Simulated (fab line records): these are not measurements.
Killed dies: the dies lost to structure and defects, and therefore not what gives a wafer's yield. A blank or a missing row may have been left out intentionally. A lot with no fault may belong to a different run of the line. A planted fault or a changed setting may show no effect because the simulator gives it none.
fab line records    flow sky130
record: lots: 7  wafers: 21  last-day: 50
route steps=708 shown GATE_OXIDE@199 POLY_GATE@204 RES_PROTECT@206
lots that met no fault: from a run of the same line without faults
start-h: hours from the record's opening day to when the first of the lot's shown wafers began    wait-h: hours since the lot's step before    " identical to the entry in the row above    L1.1+2: several wafers, shown together as one row    - either no value or no given start    * or withheld: withheld    < > ~ a bound
route shown NAME@n: NAME is a module with steps in the file, n the number in the route of the first one    usual: the fault-free wafers' mean and standard deviation    same: alike in all rows    chamber/n: place in a boat    sites: the reading at each site    _std_site: the values' standard deviation    _edge_site: outer sites' mean less inner sites'    radius-mm: how far each site lies from the wafer's centre    mask NAME#n: copy n    behind: tool/chamber where the wafer was last shaped    hold: the reason the lot was held/the length of the hold in hours/how it ended    device: transistor that didn't switch, given as n, p or np    end of line: the tests these same wafers got at the end of their route    where a step has no rows: the recipe by itself    killed: dies lost to structure and defects at the first sort, not the wafer's yield    map: a wafer's dies, x killed, . not, _ none there
set.NAME: the setting the step ran with; set.NAME@STEP: the setting that earlier step ran with    model.NAME: the simulator's own value behind a step, which no gauge read
lots at some steps of the route; a table a step, a row a wafer
services: from which hour (start-h, from the record's first day; less than 0 if before it) a tool's chamber was out of use, for how many hours, and why
== steps ==
step: SKY_GATE_OXIDE_WET_ETCH_12
recipe: chemistry: dHF  target-depth-nm: 16.8  dry: n2-spin  target: SiO2  dilution: 100:1  temp-c: 25  time-s: 336
step: SKY_GATE_OXIDE_STRIP_13
recipe: chemistry: O2/N2  power-w: 1400  pressure-mtorr: 1500  platen-temp-c: withheld  o2-flow-sccm: 3000  n2-flow-sccm: 300  overash-fraction: 0.5
usual: drypump-motor-current-A: 5.4/0.44  oes-product-au: 0.716/0.0041  strip-time-to-endpoint-s: 14.19/0.043
lot.wafer  tool             chamber  start-h  wait-h  drypump-motor-current-A  oes-product-au  rf-hours-counter-h  strip-time-to-endpoint-s
L288.3     plasma-asher-02  1        315.27   0.0     5.0                      0.714           -                   14.20
L288.5     "                0        "        "       5.1                      0.717           -                   14.19
L288.6     "                1        "        "       5.0                      0.718           -                   14.25
L292.1     plasma-asher-03  1        343.43   0.0     6.3                      0.725           48                  14.17
L292.2     "                0        "        "       5.5                      0.710           48                  14.23
L292.5     "                0        "        "       5.5                      0.718           -                   14.20
L301.1     plasma-asher-03  0        423.02   0.0     5.5                      0.714           55                  14.17
L301.2     "                1        "        "       6.4                      0.715           55                  14.23
L301.6     "                1        "        "       6.4                      0.713           -                   14.20
L302.2     plasma-asher-03  1        444.58   0.0     6.4                      0.712           57                  14.15
L302.4     "                0        "        "       5.5                      0.720           -                   14.11
L302.6     "                0        "        "       5.6                      0.714           -                   14.15
L303.2     plasma-asher-02  0        451.57   0.0     5.1                      0.714           2                   14.12
L303.4     "                0        "        "       5.1                      0.713           -                   14.14
L303.5     "                1        "        "       5.0                      0.714           -                   14.09
L305.3     plasma-asher-02  1        465.11   0.0     5.0                      0.711           -                   14.15
L305.4     "                0        "        "       5.1                      0.719           -                   14.17
L305.6     "                1        "        "       5.0                      0.720           -                   14.16
L310.2     plasma-asher-01  1        499.97   0.0     5.3                      0.708           79                  14.16
L310.3     "                1        "        "       5.3                      0.720           -                   14.17
L310.5     "                0        "        "       5.9                      0.712           -                   14.17
step: SKY_GATE_OXIDE_TW_MEAS_14
usual: GATE_OXIDE_TW: 223.3/1.2
lot.wafer  tool           chamber  start-h  wait-h  GATE_OXIDE_TW
L288.3     film-metro-02  -        315.36   0.1     221.7
L288.5     "              -        "        "       222.6
L288.6     "              -        "        "       222.1
L292.1     film-metro-01  -        343.53   0.1     222.3
L292.2     "              -        "        "       224.0
L292.5     "              -        "        "       221.7
L301.1     film-metro-01  -        423.12   0.1     222.4
L301.2     "              -        "        "       223.2
L301.6     "              -        "        "       222.0
L302.2     film-metro-03  -        444.69   0.1     224.1
L302.4     "              -        "        "       225.1
L302.6     "              -        "        "       224.8
L303.2     film-metro-01  -        451.68   0.1     223.0
L303.4     "              -        "        "       224.0
L303.5     "              -        "        "       223.5
L305.3     film-metro-03  -        465.19   0.1     224.2
L305.4     "              -        "        "       224.6
L305.6     "              -        "        "       225.4
L310.2     film-metro-03  -        500.08   0.1     224.3
L310.3     "              -        "        "       223.0
L310.5     "              -        "        "       224.6
step: SKY_GATE_OXIDE_CLEAN_15
recipe: chemistry: SC1/SC2  mix: 1:4:20  temp-c: 70  time-s: 150  dry: n2-spin
step: SKY_GATE_OXIDE_OXIDATION_16
recipe: temp-c: 800  ambient: O2  idle-temp-c: 700  ramp-up-c-per-min: 10  ramp-down-c-per-min: 3  stabilise-s: 600  purge-s: 300  target-thk-a: 35.7  ox-time-s: 1915
step: SKY_POLY_GATE_CVD_00
recipe: material: poly-Si  target-thk-nm: 180  temp-c: 620  time-s: 720  pressure-mtorr: 200
step: SKY_POLY_GATE_THK_MEAS_01
recipe: reads: poly-Si_of_POLY_GATE_CVD_00
usual: POLY_GATE_CVD_00_THK: 179.9/1.4
lot.wafer  tool           chamber  start-h  wait-h  POLY_GATE_CVD_00_THK[nm]
L288.3     film-metro-03  -        320.15   0.0     178.6
L288.5     "              -        "        "       178.6
L288.6     "              -        "        "       178.4
L292.1     film-metro-01  -        347.53   0.0     181.7
L292.2     "              -        "        "       182.8
L292.5     "              -        "        "       180.6
L301.1     film-metro-04  -        425.97   0.0     178.3
L301.2     "              -        "        "       179.1
L301.6     "              -        "        "       178.1
L302.2     film-metro-04  -        447.57   0.0     179.4
L302.4     "              -        "        "       178.8
L302.6     "              -        "        "       178.5
L303.2     film-metro-04  -        455.10   0.0     180.4
L303.4     "              -        "        "       181.0
L303.5     "              -        "        "       181.0
L305.3     film-metro-03  -        468.13   0.0     179.1
L305.4     "              -        "        "       177.1
L305.6     "              -        "        "       179.7
L310.2     film-metro-03  -        502.93   0.0     181.6
L310.3     "              -        "        "       182.2
L310.5     "              -        "        "       182.4
step: SKY_RES_PROTECT_DEHYDRATE_00
recipe: temp-c: 200  time-s: 60
step: SKY_RES_PROTECT_HMDS_01
recipe: prime-time-s: 60  prime-temp-c: 120
step: SKY_RES_PROTECT_COAT_02
recipe: resist: NOVOLAK  spin-rpm: 3000  resist-thk-nm: 1140
step: SKY_RES_PROTECT_SOFTBAKE_03
recipe: temp-c: 90  time-s: 60  resist: NOVOLAK
step: SKY_RES_PROTECT_EXPOSE_04
recipe: mask-id: RPM  na: 0.6  source-shape: conventional  sigma-outer: 0.6  polarization: unpolarized  target-cd-nm: 1270  dose-mj: 131
step: SKY_RES_PROTECT_PEB_05
recipe: temp-c: withheld  time-s: *  resist: NOVOLAK
usual: chill-plate-temp-C: *  exhaust-pa: 44.7/0.8
lot.wafer  tool            chamber  start-h  wait-h  chill-plate-temp-C  exhaust-pa
L288.3     litho-track-01  0        346.27   -       *                   45.2
L288.5     "               0        "        "       *                   45.2
L288.6     "               0        "        "       *                   45.8
L292.1     litho-track-04  0        374.79   -       *                   44.9
L292.2     "               0        "        "       *                   46.0
L292.5     "               0        "        "       *                   45.4
L301.1     litho-track-04  -        456.59   -       -                   -
L301.2     "               -        "        "       -                   -
L301.6     "               -        "        "       -                   -
L302.2     litho-track-01  -        477.50   -       -                   -
L302.4     "               -        "        "       -                   -
L302.6     "               -        "        "       -                   -
L303.2     litho-track-04  -        485.37   -       -                   -
L303.4     "               -        "        "       -                   -
L303.5     "               -        "        "       -                   -
L305.3     litho-track-01  0        497.42   -       *                   45.1
L305.4     "               0        "        "       *                   44.1
L305.6     "               0        "        "       *                   45.7
L310.2     litho-track-01  0        533.15   -       *                   45.1
L310.3     "               0        "        "       *                   44.3
L310.5     "               0        "        "       *                   45.1
step: SKY_RES_PROTECT_DEVELOP_06
recipe: resist: NOVOLAK  developer: TMAH  develop-time-s: 60  dev-temp-c: 23
== services ==
tool             chamber  start-h  hours  kind
plasma-asher-03  -        300.43   15.6   pm
plasma-asher-02  -        345.82   1.3    repair
plasma-asher-02  -        368.33   2.8    pm
litho-track-04   -        373.14   -      consumable-replace:filter
plasma-asher-03  -        377.40   2.6    repair
plasma-asher-02  -        421.25   9.0    pm
plasma-asher-02  0        421.25   9.0    vent-cycle
plasma-asher-02  1        421.25   9.0    vent-cycle
plasma-asher-02  0        430.25   -      clean
plasma-asher-02  1        430.25   -      clean
plasma-asher-03  -        450.07   2.8    pm
plasma-asher-01  -        456.52   3.1    repair
plasma-asher-02  -        523.57   0.7    repair
plasma-asher-01  -        529.69   15.6   pm
== key ==
first-sign: step: SKY_RES_PROTECT_PEB_05  reading: tool-record  direction: missing
effect none on later readings
met-at SKY_RES_PROTECT_PEB_05
struck-wafers L301.1,L301.2,L301.6,L302.2,L302.4,L302.6,L303.2,L303.4,L303.5
sort-left-out L301.1,L301.2,L301.6,L302.2,L302.4,L302.6,L303.2,L303.4,L303.5
tester-left-out L301,L302,L303
onset-between 374.79 456.59
fault: kind: skipped-step-whole  tool: litho-track-01,litho-track-04  chamber: -  onset-h: 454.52  steps: SKY_RES_PROTECT_PEB_05  scope: struck-lots-only
tester-left-out: of these lots the tester's yield and bins aren't shown, on N5 and GAA mostly nor the transistor test; their killed dies are dies lost to structure and defects alone, not to doping, threshold or leakage, so they don't give the yield
sort-left-out: the simulated sort isn't trusted on such a fault, so these wafers' sort isn't shown, and their yield isn't known
